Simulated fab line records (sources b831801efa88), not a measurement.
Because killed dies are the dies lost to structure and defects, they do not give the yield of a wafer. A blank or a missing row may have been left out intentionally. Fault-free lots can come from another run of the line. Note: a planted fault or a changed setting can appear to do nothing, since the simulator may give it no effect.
Code-filled problem report in 8D (eight disciplines) form | flow gf180mcu | the parts of the form that need people (team, actions taken, sign-off) are left out

== 1. THE PROBLEM ==
A mean of 1.904 Pa is read at GF_M2_SPUTTER_00 for chamber-pressure-pa, taken on 1 wafer of 1 lot, against 1.999 Pa (standard deviation 0.0038) on wafers free of any fault. That puts it -25 standard deviations away from the usual mean.
The step: material Ti, target thk 37.5 nm, time 150 s.
Earliest sighting: wafer L540.4 on pvd-sputter-01 at day 22 21:20. At this step, 39 wafers from 13 lots have a number in the record. By rule, "out" or "out of limits" means more than 4 standard deviations away from the usual mean. The other wafers with a number count as sound.

== 2. WHAT IT IS, AND WHAT IT ISN'T ==
question                    | is                  | is not
which readings at this step | chamber-pressure-pa | throttle-valve-pct
which lots                  | L540                | L528, L530, L531, L532, L533, L534, L535, L539, L547, L549, L550, L551
which wafers of those lots  | L540.4              | L540.1, L540.3
read on which tools         | pvd-sputter-01      | pvd-sputter-02, pvd-sputter-04
when                        | from day 22 21:20   | up to then (26 sound wafers); but 12 sound wafers of L547, L549, L550, L551 came after

== 3. THE SUSPECTS, EACH WITH WHAT RULES IT OUT ==
Counting: if a tool at a process step up to the reading ran every lot that is out, it stays a suspect. Sound lots after the first of them don't rule it out here, since some wafers of a struck lot are sound.
- pvd-sputter-01 at GF_M2_SPUTTER_00 (material Ti, target thk 37.5 nm, time 150 s): kept. It ran the lot that is out, L540 (day 22 21:20); its last sound lot up to then is L534 (day 20 17:19). Its own readings are out on those wafers: chamber-pressure-pa.
Left after counting: pvd-sputter-01 at GF_M2_SPUTTER_00.

== 4. THE CAUSE (what the simulator had put in) ==
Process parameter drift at GF_M2_SPUTTER_00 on pvd-sputter-01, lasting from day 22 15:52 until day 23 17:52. Setting chamber-pressure-pa, moved by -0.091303, from 2. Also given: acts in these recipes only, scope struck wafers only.
The count eliminated every tool but this one.

== 5. THE EFFECT CHAIN, in route order ==
Each row: a reading where the mean over the struck wafers with a number is more than 3 standard deviations away from the usual. Only readings whose record carries a usual standard deviation are examined. hours: median over the lots of the time between each lot's start at the first step of this table that gives one and its start at this step. sigmas: the change, counted in usual standard deviations.
hours | step             | reading             | usual    | on struck wafers | change | sigmas
0     | GF_M2_SPUTTER_00 | chamber-pressure-pa | 1.999 Pa | 1.904            | -0.095 | -25
Its process steps:
- GF_M2_SPUTTER_00: material Ti, target thk 37.5 nm, time 150 s.
Later measuring or inspecting steps at which every struck wafer that the step has a row for has a number for every such reading, and none has moved that far: GF_M2_THK_MEAS_06.

== 6. WHAT WOULD HAVE CAUGHT IT SOONER ==
The fault began at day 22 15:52; the first out-of-limits reading in this record came at day 22 21:20, 5 hours later.
